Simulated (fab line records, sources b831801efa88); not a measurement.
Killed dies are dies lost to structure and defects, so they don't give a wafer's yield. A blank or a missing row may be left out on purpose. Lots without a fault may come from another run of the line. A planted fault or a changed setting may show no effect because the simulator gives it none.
Which tool did it? | flow sky130 | 7 lots, 21 wafers sampled, at 3 steps of a route of 708

WHAT THE GAUGES READ, wafer by wafer
SKY_LDD_LDN_OVL_MEAS_07.
lot  | measured     | on         | LDD_LDN_OVL (nm)
L553 | day 24 11:34 | overlay-02 | -0.1 -0.8 1.0
L556 | day 25 11:43 | overlay-02 | -0.6 0.3 -0.7
L560 | day 26 19:46 | overlay-01 | -0.3 2.0 1.4
L562 | day 27 17:10 | overlay-02 | -0.6 -1.2 -1.5
L567 | day 29 02:37 | overlay-02 | 0.1 2.2 1.5
L572 | day 30 14:52 | overlay-02 | - - -
L574 | day 31 12:58 | overlay-01 | 1.8 -2.3 0.0

WHICH TOOL RAN EACH LOT (tool, then ch and the chambers of the sampled wafers, then the start)
lot  | SKY_LDD_N_STRIP_16                   | SKY_LDD_LDN_COAT_02
L553 | plasma_asher-04 ch 0,1, day 19 09:14 | litho_track-02 ch 0, day 23 20:43
L556 | plasma_asher-01 ch 0,1, day 20 11:14 | litho_track-03 ch 0, day 24 21:37
L560 | plasma_asher-01 ch 0,1, day 21 20:24 | litho_track-04 ch 0, day 26 05:25
L562 | plasma_asher-02 ch 0,1, day 22 17:11 | litho_track-04 ch 0, day 27 01:49
L567 | plasma_asher-02 ch 0,1, day 24 05:56 | litho_track-03 ch 0, day 28 13:07
L572 | plasma_asher-01 ch 0,1, day 25 19:50 | litho_track-04, day 30 00:58
L574 | plasma_asher-02 ch 0,1, day 26 17:44 | litho_track-04 ch 0, day 30 22:20
- SKY_LDD_N_STRIP_16: strips in O2/N2.
- SKY_LDD_LDN_COAT_02: resist thk 1140 nm.

THE ANSWER, worked out from the rows above alone
Rule: what is usual is taken from the lots themselves. Put in order of their means at a reading, lots are off if they are a third of the lots or fewer, leave a main group of 4 or more, and stand apart from it by a gap of 3 or more times the standard deviation of the main group's means; of several such gaps the widest counts. A main group whose means are all the same, to the digits that the tables above print for the reading, isn't used. A lot without any number at a reading at which 4 lots or more have one is off too. The other lots that the step has rows for count as sound.
Off: L572, at SKY_LDD_LDN_OVL_MEAS_07 (LDD_LDN_OVL). Without a number there: L572. The main group: mean 0.1 nm, standard deviation 0.81.
A tool fits if, at a process step before that reading, it ran every lot that is off, and no sound lot after the first of them. The gauges at SKY_LDD_LDN_OVL_MEAS_07 are tried like those tools. Can't be told from this: 2 tools fit, plasma_asher-01 at SKY_LDD_N_STRIP_16, overlay-02 at SKY_LDD_LDN_OVL_MEAS_07.

WHAT THE SIMULATOR HAD PUT IN
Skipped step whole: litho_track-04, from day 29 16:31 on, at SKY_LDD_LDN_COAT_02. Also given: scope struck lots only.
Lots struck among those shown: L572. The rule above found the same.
